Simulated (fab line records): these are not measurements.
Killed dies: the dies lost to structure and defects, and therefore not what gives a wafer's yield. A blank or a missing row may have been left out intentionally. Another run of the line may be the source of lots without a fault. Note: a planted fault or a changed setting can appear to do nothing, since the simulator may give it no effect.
What tool caused it? ; flow sfq line ; 14 lots, 41 wafers sampled, at 2 steps of a route of 325

## WHAT THE GAUGES READ, wafer by wafer
Not one reading of a measure or inspect step in the record can be checked against a usual standard deviation.

## TOOL THAT RAN EACH LOT (tool first, then ch and the chambers of the sampled wafers, then the start)
lot;SFQ_TRILAYER_A5C_DEP_PECVD_142;SFQ_TRILAYER_C5_ETCH_VIA_ETCH_154
L600;pecvd-03 ch 0,1,2, day 59 01:31;rie diel-01 ch 0,3, day 68 09:58
L601;pecvd-03 ch 0,2, day 60 11:01;rie diel-01 ch 0,3, day 70 02:56
L602;pecvd-04 ch 0,1, day 60 12:56;rie diel-02 ch 1,3, day 70 05:20
L603;pecvd-01 ch 0,1, day 60 16:43;rie diel-01 ch 0,1,3, day 70 12:32
L604;pecvd-03 ch 1,2, day 61 02:19;rie diel-03 ch 0,3, day 70 13:52
L605;pecvd-03 ch 0,1,2, day 62 03:51;rie diel-02 ch 1,2,3, day 70 15:04
L606;pecvd-01 ch 0,2, day 62 07:53;rie diel-01 ch 1,3, day 70 16:16
L607;pecvd-03 ch 0,1,2, day 63 00:55;rie diel-03 ch 0,2,3, day 70 18:28
L611;pecvd-01 ch 1,2, day 68 22:24;rie diel-03 ch 1,2,3, day 73 01:19
L617;pecvd-01 ch 1,2, day 69 09:13;rie diel-03 ch 0,2, day 74 22:35
L618;pecvd-04 ch 0,1, day 69 12:12;rie diel-01 ch 0,1, day 76 07:05
L620;pecvd-04 ch 1,2, day 69 15:48;rie diel-01 ch 0,3, day 78 14:32
L621;pecvd-03 ch 0,1,2, day 69 18:12;rie diel-03 ch 0,1,2, day 78 16:56
L623;pecvd-04 ch 0,1, day 69 21:19;rie diel-03 ch 1,2,3, day 78 20:59
- SFQ_TRILAYER_A5C_DEP_PECVD_142: deposits SiO2 from SiH4/N2O, time 15.556 s, target thk 70 nm.
- SFQ_TRILAYER_C5_ETCH_VIA_ETCH_154: etches SiO2 in CHF3, stops on Nb, target depth 84 nm.

## WHAT THE TOOLS THEMSELVES READ (means of the sampled wafers that have a number; where no wafer has one, the mark that the record gives instead)
SFQ_TRILAYER_A5C_DEP_PECVD_142. Usual: heater power w 86 W, standard deviation 16; throttle valve pct 24.4 %, standard deviation 0.92.
lot;tool;heater power w (W);throttle valve pct (%);flag
L600;pecvd-03;98;23.5;
L601;pecvd-03;93;23.0;
L602;pecvd-04;67;24.2;
L603;pecvd-01;78;24.4;
L604;pecvd-03;98;24.3;
L605;pecvd-03;98;23.8;
L606;pecvd-01;78;24.3;
L607;pecvd-03;101;23.9;
L611;pecvd-01;75;25.2;
L617;pecvd-01;70;25.1;
L618;pecvd-04;66;24.8;
L620;pecvd-04;86;25.0;
L621;pecvd-03;97;24.3;
L623;pecvd-04;70;24.9;

SFQ_TRILAYER_C5_ETCH_VIA_ETCH_154. Usual: drypump motor current A 5.6 A, standard deviation 0.39; oes product au 0.896 a.u., standard deviation 0.0091.
lot;tool;drypump motor current A (A);oes product au (a.u.);flag
L600;rie diel-01;5.5;0.905;
L601;rie diel-01;5.5;0.891;
L602;rie diel-02;6.0;0.895;
L603;rie diel-01;5.4;0.895;
L604;rie diel-03;5.8;0.892;
L605;rie diel-02;5.9;0.889;
L606;rie diel-01;5.4;0.896;
L607;rie diel-03;5.6;0.894;
L611;rie diel-03;5.5;0.916;
L617;rie diel-03;6.0;0.918;
L618;rie diel-01;5.3;0.898;
L620;rie diel-01;5.5;0.907;
L621;rie diel-03;5.9;0.894;
L623;rie diel-03;5.5;0.905;

## THE ANSWER, worked out from the rows above alone
Rule: lot off if the mean of its wafers having a number is beyond 3 standard deviations from the usual mean. Also off: a lot with no number at a reading for which 4 or more lots have one. All remaining lots with rows at the step are treated as sound. Order of review: gauges by route order, followed by the tools' own readings, for which a lot's mean as printed above is used. The first step at which some lot is off is used, and at that step the reading that is off furthest; a lot without a number counts as furthest.
No lot is off at any reading shown: from this, nothing can be told.

## WHAT THE SIMULATOR HAD PUT IN
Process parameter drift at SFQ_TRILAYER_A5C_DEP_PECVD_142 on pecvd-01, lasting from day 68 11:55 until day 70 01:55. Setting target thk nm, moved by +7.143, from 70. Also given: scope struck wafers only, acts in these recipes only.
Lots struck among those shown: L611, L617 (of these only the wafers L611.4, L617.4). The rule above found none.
